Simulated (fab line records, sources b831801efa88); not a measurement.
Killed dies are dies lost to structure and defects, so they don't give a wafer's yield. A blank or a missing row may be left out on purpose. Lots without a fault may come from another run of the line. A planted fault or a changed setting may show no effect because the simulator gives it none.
fab line records | flow sky130
record lots=24 wafers=72 last_day=50
route steps=708 shown METAL1@434 VIA1@478 METAL2@498 VIA2@522 METAL3@565
lots that met no fault: from a run of the same line without faults
start_h: hours from the record's first day to the start of the lot's first wafer shown | wait_h: hours since the lot's step before | " the same as in the row above | L1.1+2: a row that stands for several wafers | - no value, or no start given | * or withheld: withheld | < > ~ a bound
route shown NAME@n: a module of which the file shows steps, and the number in the route of the first | usual: mean/standard deviation of fault-free wafers | same: alike in all rows | chamber/n: place in a boat | sites: the reading at each site | _std_site: their standard deviation | _edge_site: outer sites' mean less inner sites' | radius_mm: how far each site lies from the wafer's centre | mask NAME#n: copy n | behind: the tool/chamber that last shaped the wafer | hold: why the lot was held/for how many hours/how that ended | device: the transistor (n, p or np) that didn't switch | end of line: the same wafers' tests at the end of the route | a step without rows: its recipe alone | killed: dies lost to structure and defects at the first sort, not the wafer's yield | map: a wafer's dies, x killed, . not, _ none there
set.NAME: the setting as run; set.NAME@STEP: as run at that earlier step | model.NAME: the simulator's own value behind a step, which no gauge read
steps of the route over a sample of lots; a table a step, a row a wafer
services: from which hour (start_h, from the record's first day; less than 0 if before it) a tool's chamber was out of use, for how many hours, and why
## steps
# step SKY_METAL1_SPUTTER_00
# recipe material=Ti target_thk_nm=15 power_w=3000 time_s=10 chamber_pressure_pa=0.4
# usual chamber_pressure_pa=0.4001/0.00078 throttle_valve_pct=29.9/0.89
# columns lot.wafer tool chamber start_h wait_h chamber_pressure_pa throttle_valve_pct
L074.4 pvd_sputter-02 - 742.29 0.1 0.4000 30.6
L074.5 " - " " 0.4015 29.9
L074.6 " - " " 0.4006 30.5
L075.1 pvd_sputter-01 - 756.17 0.1 0.4011 30.6
L075.2 " - " " 0.3999 30.6
L075.6 " - " " 0.3998 30.0
L076.1 pvd_sputter-01 - 769.99 0.1 0.3996 30.1
L076.4 " - " " 0.3996 30.0
L076.6 " - " " 0.3991 29.9
L077.4 pvd_sputter-02 - 774.01 0.1 0.4002 27.9
L077.5 " - " " 0.4007 27.9
L077.6 " - " " 0.3995 29.8
L078.2 pvd_sputter-03 - 777.64 0.1 0.4006 28.6
L078.5 " - " " 0.3994 30.6
L078.6 " - " " 0.4007 30.2
L079.2 pvd_sputter-02 - 793.04 0.2 0.4002 28.0
L079.4 " - " " 0.3997 29.6
L079.6 " - " " 0.4010 30.1
L080.2 pvd_sputter-03 - 811.77 0.1 0.4003 30.5
L080.4 " - " " 0.3988 28.6
L080.5 " - " " 0.3990 30.7
L082.1 pvd_sputter-02 - 812.09 0.1 0.3997 29.9
L082.5 " - " " 0.4004 30.0
L082.6 " - " " 0.4011 27.9
L081.3 pvd_sputter-02 - 816.88 0.1 0.3986 30.1
L081.5 " - " " 0.3992 30.0
L081.6 " - " " 0.3997 30.7
L083.2 pvd_sputter-01 - 822.06 0.2 0.4017 30.3
L083.3 " - " " 0.4001 30.9
L083.4 " - " " 0.3998 30.6
L084.2 pvd_sputter-01 - 833.21 0.1 0.3993 30.1
L084.3 " - " " 0.3992 30.9
L084.5 " - " " 0.3998 29.8
L086.2 pvd_sputter-02 - 835.35 0.2 0.3994 30.1
L086.4 " - " " 0.4004 30.7
L086.5 " - " " 0.4017 30.6
L087.1 pvd_sputter-02 - 837.61 0.1 0.4021 30.5
L087.4 " - " " 0.4009 29.5
L087.6 " - " " 0.3995 29.7
L085.2 pvd_sputter-01 - 838.07 0.1 0.4000 30.6
L085.3 " - " " 0.3993 30.7
L085.4 " - " " 0.3996 29.9
L088.1 pvd_sputter-02 - 848.32 0.2 0.3999 29.7
L088.4 " - " " 0.3992 30.5
L088.5 " - " " 0.4001 30.6
L089.3 pvd_sputter-02 - 856.95 0.2 0.4005 28.2
L089.4 " - " " 0.4005 29.6
L089.6 " - " " 0.3989 30.1
L090.3 pvd_sputter-01 - 857.87 0.1 0.4006 30.0
L090.4 " - " " 0.4014 30.8
L090.5 " - " " 0.4009 30.5
L091.2 pvd_sputter-01 - 874.25 0.1 0.4008 30.0
L091.3 " - " " 0.3994 30.1
L091.6 " - " " 0.4015 30.6
L092.3 pvd_sputter-01 - 882.34 0.1 0.4012 30.6
L092.5 " - " " 0.3995 30.2
L092.6 " - " " 0.4001 30.2
L094.1 pvd_sputter-02 - 885.04 0.1 0.4000 29.9
L094.3 " - " " 0.3997 30.0
L094.5 " - " " 0.3985 28.5
L093.1 pvd_sputter-03 - 887.06 0.2 0.4000 30.1
L093.2 " - " " 0.4010 30.7
L093.4 " - " " 0.4005 28.6
L095.2 pvd_sputter-02 - 898.26 0.2 0.4002 29.7
L095.3 " - " " 0.3998 27.8
L095.5 " - " " 0.3991 28.2
L096.1 pvd_sputter-03 - 899.91 0.1 0.4008 30.4
L096.2 " - " " 0.4015 30.2
L096.4 " - " " 0.3999 28.1
L097.1 pvd_sputter-01 - 908.19 0.2 0.3989 30.0
L097.4 " - " " 0.3998 30.8
L097.5 " - " " 0.3995 30.6
# step SKY_VIA1_SPUTTER_20
# recipe material=TiN target_thk_nm=20 chamber_pressure_pa=5 power_w=4000 time_s=80
# usual chamber_pressure_pa=5.002/0.0097 throttle_valve_pct=30.3/0.81
# columns lot.wafer tool chamber start_h wait_h chamber_pressure_pa throttle_valve_pct
L074.4 pvd_sputter-02 - 799.19 0.0 5.002 30.3
L074.5 " - " " 5.008 29.6
L074.6 " - " " 4.988 30.6
L075.1 pvd_sputter-04 - 812.75 0.0 5.022 31.3
L075.2 " - " " 5.005 30.8
L075.6 " - " " 5.002 29.7
L076.1 pvd_sputter-01 - 826.50 0.0 5.000 30.5
L076.4 " - " " 5.016 30.1
L076.6 " - " " 5.003 30.8
L077.4 pvd_sputter-01 - 829.87 0.0 5.014 30.7
L077.5 " - " " 5.009 30.6
L077.6 " - " " 5.010 30.7
L078.2 pvd_sputter-01 - 832.37 0.0 4.997 30.8
L078.5 " - " " 4.979 30.7
L078.6 " - " " 4.995 30.7
L079.2 pvd_sputter-04 - 848.19 0.0 5.025 31.2
L079.4 " - " " 5.002 29.6
L079.6 " - " " 5.007 31.0
L080.2 pvd_sputter-02 - 866.19 0.0 5.013 29.7
L080.4 " - " " 5.009 30.3
L080.5 " - " " 5.011 30.3
L082.1 pvd_sputter-02 - 867.12 0.0 5.008 30.4
L082.5 " - " " 5.009 29.6
L082.6 " - " " 5.013 30.2
L081.3 pvd_sputter-01 - 871.70 0.0 4.998 31.0
L081.5 " - " " 5.005 29.9
L081.6 " - " " 5.004 30.1
L083.2 pvd_sputter-04 - 877.32 0.0 5.007 31.1
L083.3 " - " " 5.006 31.3
L083.4 " - " " 5.003 29.7
L084.2 pvd_sputter-04 - 887.42 0.0 5.002 31.2
L084.3 " - " " 5.010 30.7
L084.5 " - " " 4.993 31.3
L086.2 pvd_sputter-01 - 889.55 0.0 5.012 30.2
L086.4 " - " " 5.011 29.7
L086.5 " - " " 5.001 30.9
L087.1 pvd_sputter-02 - 891.35 0.0 5.027 30.7
L087.4 " - " " 5.014 29.9
L087.6 " - " " 5.013 29.7
L085.2 pvd_sputter-01 - 892.33 0.0 5.014 29.8
L085.3 " - " " 5.007 30.1
L085.4 " - " " 4.988 30.6
L088.1 pvd_sputter-02 - 901.60 0.0 5.005 29.9
L088.4 " - " " 5.002 30.5
L088.5 " - " " 4.995 28.3
L089.3 pvd_sputter-02 - 910.85 0.0 5.015 30.1
L089.4 " - " " 4.997 28.3
L089.6 " - " " 5.002 29.8
L090.3 pvd_sputter-04 - 911.50 0.0 5.007 29.8
L090.4 " - " " 4.983 30.7
L090.5 " - " " 4.997 29.8
L091.2 pvd_sputter-02 - 926.92 0.0 5.007 29.7
L091.3 " - " " 4.989 30.7
L091.6 " - " " 4.993 30.1
L092.3 pvd_sputter-01 - 934.72 0.0 4.996 30.9
L092.5 " - " " 4.997 30.5
L092.6 " - " " 4.984 30.1
L094.1 pvd_sputter-04 - 937.55 0.0 4.994 31.5
L094.3 " - " " 5.003 31.5
L094.5 " - " " 4.992 29.7
L093.1 pvd_sputter-01 - 939.20 0.0 4.989 30.0
L093.2 " - " " 4.990 30.2
L093.4 " - " " 5.004 30.8
L095.2 pvd_sputter-04 - 949.90 0.0 5.000 31.4
L095.3 " - " " 4.991 29.9
L095.5 " - " " 4.995 29.8
L097.1 pvd_sputter-04 - 959.37 0.0 5.006 29.9
L097.4 " - " " 4.992 31.2
L097.5 " - " " 5.009 30.0
L096.1 pvd_sputter-01 - 961.59 0.0 5.008 30.9
L096.2 " - " " 5.016 30.0
L096.4 " - " " 5.013 30.9
# step SKY_METAL2_CD_MEAS_15
# recipe target_cd_nm=140
# usual cd_nm=139.9/1.5
# columns lot.wafer tool chamber start_h wait_h cd_nm
L074.4 cd_sem-02 - 826.92 - 137.8
L074.5 " - " " 138.2
L074.6 " - " " 136.8
L075.1 cd_sem-02 - 840.11 - 137.2
L075.2 " - " " 140.2
L075.6 " - " " 138.4
L076.1 cd_sem-01 - 853.76 - 140.2
L076.4 " - " " 141.3
L076.6 " - " " 141.1
L077.4 cd_sem-02 - 856.68 - 138.7
L077.5 " - " " 140.1
L077.6 " - " " 138.0
L078.2 cd_sem-01 - 859.02 - 140.4
L078.5 " - " " 139.6
L078.6 " - " " 140.3
L079.2 cd_sem-01 - 874.64 - 137.5
L079.4 " - " " 137.3
L079.6 " - " " 138.1
L080.2 cd_sem-02 - 893.04 - 139.5
L080.4 " - " " 138.9
L080.5 " - " " 137.5
L082.1 cd_sem-02 - 893.81 - 140.3
L082.5 " - " " 141.1
L082.6 " - " " 141.9
L081.3 cd_sem-01 - 898.21 - 138.5
L081.5 " - " " 138.7
L081.6 " - " " 138.1
L083.2 cd_sem-02 - 903.58 - 138.0
L083.3 " - " " 139.0
L083.4 " - " " 140.5
L084.2 cd_sem-02 - 912.89 - 141.4
L084.3 " - " " 140.0
L084.5 " - " " 140.2
L086.2 cd_sem-01 - 915.03 - 143.2
L086.4 " - " " 142.9
L086.5 " - " " 142.8
L087.1 cd_sem-02 - 916.67 - 139.3
L087.4 " - " " 139.7
L087.6 " - " " 139.8
L085.2 cd_sem-01 - 917.94 - 141.4
L085.3 " - " " 140.2
L085.4 " - " " 140.8
L088.1 cd_sem-01 - 927.26 - 141.9
L088.4 " - " " 141.6
L088.5 " - " " 141.3
L089.3 cd_sem-01 - 936.10 - 139.8
L089.4 " - " " 140.8
L089.6 " - " " 139.6
L090.3 cd_sem-02 - 936.21 - 139.2
L090.4 " - " " 140.4
L090.5 " - " " 140.2
L091.2 cd_sem-02 - 951.98 - 141.3
L091.3 " - " " 140.2
L091.6 " - " " 143.2
L092.3 cd_sem-02 - 959.75 - 141.2
L092.5 " - " " 142.4
L092.6 " - " " 141.1
L094.1 cd_sem-02 - 962.51 - 139.4
L094.3 " - " " 137.9
L094.5 " - " " 139.3
L093.1 cd_sem-01 - 964.01 - 139.4
L093.2 " - " " 139.8
L093.4 " - " " 139.6
L095.2 cd_sem-01 - 974.33 - 138.4
L095.3 " - " " 138.3
L095.5 " - " " 139.7
L097.1 cd_sem-02 - 983.82 - 141.2
L097.4 " - " " 142.9
L097.5 " - " " 142.4
L096.1 cd_sem-01 - 986.27 - 140.7
L096.2 " - " " 139.1
L096.4 " - " " 139.1
# step SKY_VIA2_ETCH_15
# recipe target=SiO2 chemistry=C4F8/O2/Ar target_depth_nm=546 stop_on=TiN mask_material=KrF-thick source_w=1500 bias_w=1200 pressure_mtorr=40 c4f8_flow_sccm=withheld O2_flow_sccm=6 Ar_flow_sccm=300 time_s=84
# usual oes_product_au=0.939/0.0052 rf_fwd_power_W=1490/5
# columns lot.wafer tool chamber start_h wait_h oes_product_au rf_fwd_power_W rf_hours_counter_h
L074.4 rie_diel-01 0 854.68 0.0 0.929 1481 8
L074.5 " 0 " " 0.940 1485 -
L074.6 " 1 " " 0.936 1491 -
L075.1 rie_diel-02 0 867.73 0.0 0.929 1483 10
L075.2 " 1 " " 0.940 1483 13
L075.6 " 1 " " 0.945 1484 -
L076.1 rie_diel-02 3 881.92 0.0 0.945 1498 0
L076.4 " 2 " " 0.946 1486 10
L076.6 " 0 " " 0.933 1485 -
L077.4 rie_diel-01 0 884.68 0.0 0.944 1492 9
L077.5 " 2 " " 0.936 1481 -
L077.6 " 1 " " 0.935 1491 -
L078.2 rie_diel-04 2 886.72 0.0 0.942 1486 19
L078.5 " 3 " " 0.941 1494 -
L078.6 " 2 " " 0.937 1489 -
L079.2 rie_diel-02 2 901.47 0.0 0.945 1488 11
L079.4 " 0 " " 0.942 1488 11
L079.6 " 2 " " 0.939 1493 -
L080.2 rie_diel-04 0 919.18 0.0 0.942 1491 15
L080.4 " 3 " " 0.940 1488 10
L080.5 " 0 " " 0.933 1479 -
L082.1 rie_diel-04 1 920.13 0.0 0.945 1492 7
L082.5 " 3 " " 0.943 1491 -
L082.6 " 0 " " 0.935 1491 -
L081.3 rie_diel-02 2 924.53 0.0 0.939 1497 12
L081.5 " 3 " " 0.931 1493 -
L081.6 " 0 " " 0.941 1494 -
L083.2 rie_diel-01 3 929.86 0.0 0.949 1489 22
L083.3 " 0 " " 0.938 1487 10
L083.4 " 1 " " 0.939 1486 4
L084.2 rie_diel-01 1 939.07 0.0 0.930 1497 4
L084.3 " 3 " " 0.932 1494 22
L084.5 " 2 " " 0.936 1489 -
L086.2 rie_diel-01 3 941.43 0.0 0.939 1480 22
L086.4 " 2 " " 0.931 1489 16
L086.5 " 3 " " 0.934 1486 -
L087.1 rie_diel-04 2 942.91 0.0 0.931 1490 21
L087.4 " 2 " " 0.947 1488 -
L087.6 " 1 " " 0.940 1494 -
L085.2 rie_diel-02 1 944.78 0.0 0.933 1487 16
L085.3 " 3 " " 0.942 1487 2
L085.4 " 3 " " 0.943 1485 -
L088.1 rie_diel-01 1 953.03 0.0 0.936 1483 5
L088.4 " 2 " " 0.940 1487 16
L088.5 " 0 " " 0.939 1496 -
L089.3 rie_diel-01 1 961.88 0.0 0.945 1489 5
L089.4 " 3 " " 0.942 1496 22
L089.6 " 2 " " 0.935 1493 -
L090.3 rie_diel-04 2 962.07 0.1 0.942 1489 -
L090.4 " 3 " " 0.947 1480 -
L090.5 " 2 " " 0.946 1496 -
L091.2 rie_diel-02 0 977.13 0.0 0.936 1479 13
L091.3 " 2 " " 0.942 1483 13
L091.6 " 1 " " 0.930 1487 -
L092.3 rie_diel-04 0 985.82 0.0 0.944 1493 17
L092.5 " 3 " " 0.946 1492 -
L092.6 " 1 " " 0.938 1497 -
L094.1 rie_diel-02 2 988.27 0.0 0.944 1488 14
L094.3 " 3 " " 0.941 1493 4
L094.5 " 3 " " 0.937 1498 -
L093.1 rie_diel-04 0 989.61 0.0 0.941 1487 17
L093.2 " 3 " " 0.937 1487 13
L093.4 " 1 " " 0.938 1491 9
L095.2 rie_diel-01 2 999.98 0.0 0.936 1489 17
L095.3 " 0 " " 0.935 1487 12
L095.5 " 2 " " 0.946 1493 -
L097.1 rie_diel-01 1 1008.63 0.0 0.942 1484 6
L097.4 " 0 " " 0.934 1483 12
L097.5 " 0 " " 0.942 1491 -
L096.1 rie_diel-04 1 1011.17 0.0 0.937 1488 9
L096.2 " 3 " " 0.937 1490 13
L096.4 " 0 " " 0.941 1491 17
# step SKY_VIA2_STRIP_16
# recipe chemistry=O2/N2 power_w=1400 pressure_mtorr=1500 platen_temp_c=withheld o2_flow_sccm=3000 n2_flow_sccm=300 overash_fraction=0.5
# usual drypump_motor_current_A=5.9/0.39 n2_flow_sccm=299.9/0.8 oes_product_au=0.400/0.0046 strip_time_to_endpoint_s=4.068/0.029
# columns lot.wafer tool chamber start_h wait_h drypump_motor_current_A n2_flow_sccm oes_product_au rf_hours_counter_h strip_time_to_endpoint_s
L074.4 plasma_asher-01 0 854.77 0.1 5.5 298.8 0.402 - 4.131
L074.5 " 0 " " 5.5 299.4 0.409 - 4.132
L074.6 " 1 " " 6.2 299.6 0.395 - 4.075
L075.1 plasma_asher-01 1 867.79 0.0 6.2 299.3 0.407 72 4.078
L075.2 " 0 " " 5.5 300.5 0.395 72 4.091
L075.6 " 0 " " 5.6 300.5 0.407 - 4.077
L076.1 plasma_asher-04 0 881.98 0.0 6.0 299.7 0.397 14 4.077
L076.4 " 0 " " 6.1 299.0 0.398 - 4.038
L076.6 " 0 " " 6.0 299.6 0.402 - 4.099
L077.4 plasma_asher-04 1 884.78 0.1 5.3 300.9 0.405 - 4.107
L077.5 " 0 " " 6.1 300.0 0.405 - 4.112
L077.6 " 1 " " 5.4 299.3 0.397 - 4.089
L078.2 plasma_asher-03 1 886.78 0.0 6.0 300.1 0.397 107 4.087
L078.5 " 0 " " 6.5 300.0 0.390 - 4.025
L078.6 " 1 " " 6.0 299.8 0.404 - 4.079
L079.2 plasma_asher-03 0 901.53 0.0 6.5 300.2 0.399 108 4.031
L079.4 " 1 " " 6.1 299.9 0.396 - 4.088
L079.6 " 0 " " 6.5 299.5 0.399 - 4.041
L080.2 plasma_asher-03 1 919.24 0.0 6.0 299.5 0.397 110 4.085
L080.4 " 0 " " 6.5 300.6 0.397 - 4.026
L080.5 " 0 " " 6.5 299.8 0.393 - 4.059
L082.1 plasma_asher-03 0 920.19 0.0 6.5 299.5 0.397 111 4.050
L082.5 " 0 " " 6.5 300.1 0.400 - 4.016
L082.6 " 1 " " 6.0 300.8 0.401 - 4.035
L081.3 plasma_asher-04 0 924.63 0.1 6.0 301.1 0.400 - 3.972
L081.5 " 0 " " 6.0 301.8 0.400 - 4.012
L081.6 " 1 " " 5.3 300.1 0.400 - 4.047
L083.2 plasma_asher-04 1 929.92 0.0 5.3 298.3 0.394 20 4.079
L083.3 " 1 " " 5.3 300.6 0.401 - 4.044
L083.4 " 0 " " 6.1 300.8 0.408 - 4.053
L084.2 plasma_asher-03 0 939.13 0.0 6.5 298.8 0.398 112 4.079
L084.3 " 0 " " 6.5 298.5 0.408 - 4.093
L084.5 " 0 " " 6.5 298.2 0.404 - 4.115
L086.2 plasma_asher-01 1 941.49 0.0 6.2 299.8 0.402 80 4.083
L086.4 " 1 " " 6.2 301.4 0.391 - 4.109
L086.5 " 1 " " 6.2 300.5 0.410 - 4.080
L087.1 plasma_asher-01 0 942.97 0.0 5.5 299.8 0.405 81 4.075
L087.4 " 1 " " 6.2 300.6 0.404 - 4.078
L087.6 " 0 " " 5.5 299.6 0.398 - 4.030
L085.2 plasma_asher-04 1 944.84 0.0 5.3 300.0 0.406 21 4.064
L085.3 " 1 " " 5.3 300.9 0.401 - 4.091
L085.4 " 0 " " 6.1 300.9 0.401 - 4.066
L088.1 plasma_asher-04 1 953.09 0.0 5.3 299.7 0.402 22 4.063
L088.4 " 0 " " 6.1 300.5 0.401 - 4.072
L088.5 " 0 " " 6.0 300.4 0.405 - 4.075
L089.3 plasma_asher-04 1 961.98 0.1 5.4 299.5 0.397 - 4.023
L089.4 " 0 " " 6.0 301.5 0.404 - 4.085
L089.6 " 0 " " 6.0 299.6 0.394 - 4.082
L090.3 plasma_asher-03 1 962.17 0.1 6.0 299.0 0.399 - 4.061
L090.4 " 0 " " 6.5 301.3 0.399 - 4.017
L090.5 " 1 " " 6.0 299.1 0.397 - 4.061
L091.2 plasma_asher-01 0 977.19 0.0 5.5 300.8 0.400 84 4.078
L091.3 " 1 " " 6.2 299.0 0.403 - 4.027
L091.6 " 0 " " 5.5 300.3 0.399 - 4.097
L092.3 plasma_asher-01 0 985.92 0.1 5.5 300.1 0.395 - 4.039
L092.5 " 1 " " 6.2 299.3 0.394 - 4.024
L092.6 " 0 " " 5.5 298.8 0.403 - 4.032
L094.1 plasma_asher-04 1 988.34 0.0 5.4 299.6 0.397 25 4.039
L094.3 " 1 " " 5.4 298.8 0.401 - 4.053
L094.5 " 1 " " 5.3 299.7 0.404 - 4.069
L093.1 plasma_asher-01 0 989.67 0.0 5.5 300.0 0.400 85 4.080
L093.2 " 1 " " 6.2 301.0 0.394 85 4.032
L093.4 " 1 " " 6.2 300.5 0.406 - 4.045
L095.2 plasma_asher-01 0 1000.04 0.0 5.5 298.0 0.400 86 4.092
L095.3 " 1 " " 6.2 300.6 0.400 - 4.075
L095.5 " 0 " " 5.5 298.7 0.403 - 4.097
L097.1 plasma_asher-04 0 1008.69 0.0 6.1 300.7 0.400 27 4.074
L097.4 " 1 " " 5.4 299.2 0.396 - 4.092
L097.5 " 0 " " 6.1 300.3 0.400 - 4.090
L096.1 plasma_asher-03 1 1011.24 0.0 6.0 299.7 0.401 120 4.063
L096.2 " 0 " " 6.5 297.3 0.408 120 4.007
L096.4 " 1 " " 6.0 299.2 0.405 - 4.047
# step SKY_METAL3_DESCUM_15
# recipe chemistry=O2 source_power_w=150 bias_power_w=0 pressure_mtorr=10 temp_c=40 time_s=8
# usual drypump_motor_current_A=5.4/0.33 he_backside_leak_sccm=3.4/0.39 oes_product_au=1.002/0.0086 rf_fwd_power_W=147.5/0.85
# columns lot.wafer tool chamber start_h wait_h drypump_motor_current_A he_backside_leak_sccm oes_product_au rf_fwd_power_W rf_hours_counter_h
L074.4 rie_metal-03 0 908.68 0.0 5.6 3.4 1.012 147.2 -
L074.5 " 0 " " 5.6 3.5 1.009 147.1 -
L074.6 " 1 " " 5.7 3.3 1.000 147.4 -
L075.1 rie_metal-04 0 920.44 0.0 5.3 3.6 0.996 145.9 11
L075.2 " 1 " " 5.6 3.7 0.986 147.1 17
L075.6 " 1 " " 5.6 3.5 0.992 147.2 -
L076.1 rie_metal-02 1 934.87 0.0 5.0 3.4 1.014 147.9 4
L076.4 " 1 " " 5.0 3.4 0.997 148.5 -
L076.6 " 1 " " 5.0 3.2 1.000 148.0 -
L077.4 rie_metal-02 1 936.57 0.0 5.0 3.2 1.005 149.2 -
L077.5 " 1 " " 5.0 3.1 1.012 148.3 -
L077.6 " 1 " " 5.0 3.3 0.998 148.8 -
L078.2 rie_metal-02 1 938.50 0.0 5.0 3.2 1.003 148.1 -
L078.5 " 1 " " 5.0 3.3 1.003 148.1 -
L078.6 " 1 " " 5.0 3.2 0.996 148.1 -
L079.2 rie_metal-02 0 952.47 0.0 5.7 3.3 0.995 145.9 0
L079.4 " 0 " " 5.7 3.3 0.983 146.7 -
L079.6 " 0 " " 5.7 3.4 0.987 146.4 -
L080.2 rie_metal-04 0 969.72 0.0 5.3 3.1 0.998 146.8 13
L080.4 " 0 " " 5.3 3.2 1.001 146.8 -
L080.5 " 1 " " 5.6 3.6 1.005 147.5 -
L082.1 rie_metal-03 0 970.07 0.0 5.6 3.2 1.006 146.9 18
L082.5 " 0 " " 5.6 6.3 1.003 147.0 -
L082.6 " 1 " " 5.7 3.2 0.989 147.2 -
L081.3 rie_metal-03 1 973.90 0.0 5.6 3.4 0.998 147.0 -
L081.5 " 1 " " 5.6 3.3 0.996 146.9 -
L081.6 " 0 " " 5.6 3.3 1.017 147.1 -
L083.2 rie_metal-02 1 980.77 0.0 5.0 3.2 1.004 148.2 6
L083.3 " 1 " " 5.0 3.3 1.014 148.7 -
L083.4 " 0 " " 5.7 3.4 1.006 147.3 -
L084.2 rie_metal-02 1 988.92 0.0 5.0 3.2 1.021 147.7 7
L084.3 " 1 " " 5.0 3.1 1.014 147.1 -
L084.5 " 0 " " 5.7 3.1 1.003 147.0 -
L086.2 rie_metal-03 1 992.32 0.0 5.6 3.5 0.996 146.8 10
L086.4 " 0 " " 5.6 3.2 1.010 146.7 -
L086.5 " 1 " " 5.6 3.4 0.995 146.6 -
L087.1 rie_metal-02 1 993.44 0.0 5.0 3.5 1.012 148.4 7
L087.4 " 0 " " 5.7 2.9 0.995 147.2 -
L087.6 " 0 " " 5.7 3.1 1.000 147.6 -
L085.2 rie_metal-02 1 994.72 0.0 5.0 3.3 1.011 148.9 7
L085.3 " 0 " " 5.7 3.3 0.994 146.4 -
L085.4 " 1 " " 5.0 3.2 1.025 148.4 -
L088.1 rie_metal-02 0 1002.17 0.0 5.7 3.4 1.004 148.0 3
L088.4 " 1 " " 5.0 3.5 1.014 148.8 -
L088.5 " 0 " " 5.7 3.5 1.007 147.7 -
L089.3 rie_metal-02 0 1010.43 0.0 5.7 3.5 0.997 146.8 -
L089.4 " 1 " " 5.0 2.8 1.012 149.2 -
L089.6 " 1 " " 5.0 3.6 1.006 149.3 -
L090.3 rie_metal-02 0 1011.08 0.0 5.7 3.3 0.980 147.0 -
L090.4 " 1 " " 5.0 3.2 1.005 147.9 -
L090.5 " 0 " " 5.7 3.5 0.994 147.7 -
L091.2 rie_metal-02 1 1026.37 0.0 5.0 3.4 1.004 148.2 9
L091.3 " 0 " " 5.7 3.4 0.993 146.3 -
L091.6 " 0 " " 5.7 3.4 0.984 146.3 -
L092.3 rie_metal-02 0 1033.73 0.0 5.7 3.5 0.993 146.5 -
L092.5 " 0 " " 5.7 3.3 0.992 146.8 -
L092.6 " 1 " " 5.0 3.1 1.010 148.5 -
L094.1 rie_metal-04 0 1036.12 0.0 5.3 3.3 0.998 145.4 17
L094.3 " 0 " " 5.3 3.3 1.005 146.3 -
L094.5 " 0 " " 5.3 3.4 1.000 145.8 -
L093.1 rie_metal-04 1 1036.79 0.0 5.6 3.6 0.996 147.4 1
L093.2 " 0 " " 5.3 3.6 1.003 146.7 17
L093.4 " 1 " " 5.6 3.5 0.996 146.9 -
L095.2 rie_metal-02 0 1047.14 0.0 5.7 3.3 0.987 147.2 5
L095.3 " 1 " " 5.0 3.5 1.009 147.6 -
L095.5 " 1 " " 5.0 3.4 1.008 147.9 -
L097.1 rie_metal-02 1 1055.42 0.0 5.0 3.4 1.017 147.5 10
L097.4 " 0 " " 5.7 3.4 0.995 146.7 -
L097.5 " 0 " " 5.7 3.2 1.002 147.2 -
L096.1 rie_metal-03 0 1056.24 0.0 5.6 3.3 1.017 148.2 23
L096.2 " 1 " " 5.7 3.3 0.996 148.0 15
L096.4 " 0 " " 5.6 3.3 1.023 147.1 -
## services
# columns tool chamber start_h hours kind
plasma_asher-04 - 733.75 9.0 pm
rie_metal-02 - 736.54 2.0 repair
plasma_asher-01 - 752.02 2.7 repair
rie_diel-04 1 779.80 6.4 repair
pvd_sputter-04 - 793.80 1.4 repair
rie_diel-01 1 797.46 1.7 repair
rie_diel-04 2 799.34 2.8 repair
rie_diel-01 3 808.18 6.1 repair
pvd_sputter-01 - 812.03 4.0 repair
pvd_sputter-04 - 827.04 3.3 repair
rie_metal-02 - 833.35 2.8 pm
rie_diel-04 - 840.68 1.1 repair
rie_metal-02 - 842.60 10.0 pm
rie_diel-01 1 843.35 7.5 repair
plasma_asher-01 - 843.51 2.8 pm
rie_diel-01 0 846.48 5.1 repair
plasma_asher-01 - 846.91 6.3 repair
pvd_sputter-04 - 905.24 3.5 repair
rie_diel-04 0 909.98 1.7 repair
rie_diel-04 0 942.26 25.2 repair
rie_diel-04 1 960.04 7.6 repair
rie_diel-01 - 963.33 0.1 repair
rie_diel-01 - 981.07 14.6 pm
pvd_sputter-02 - 1011.14 1.2 repair
## key
fault none
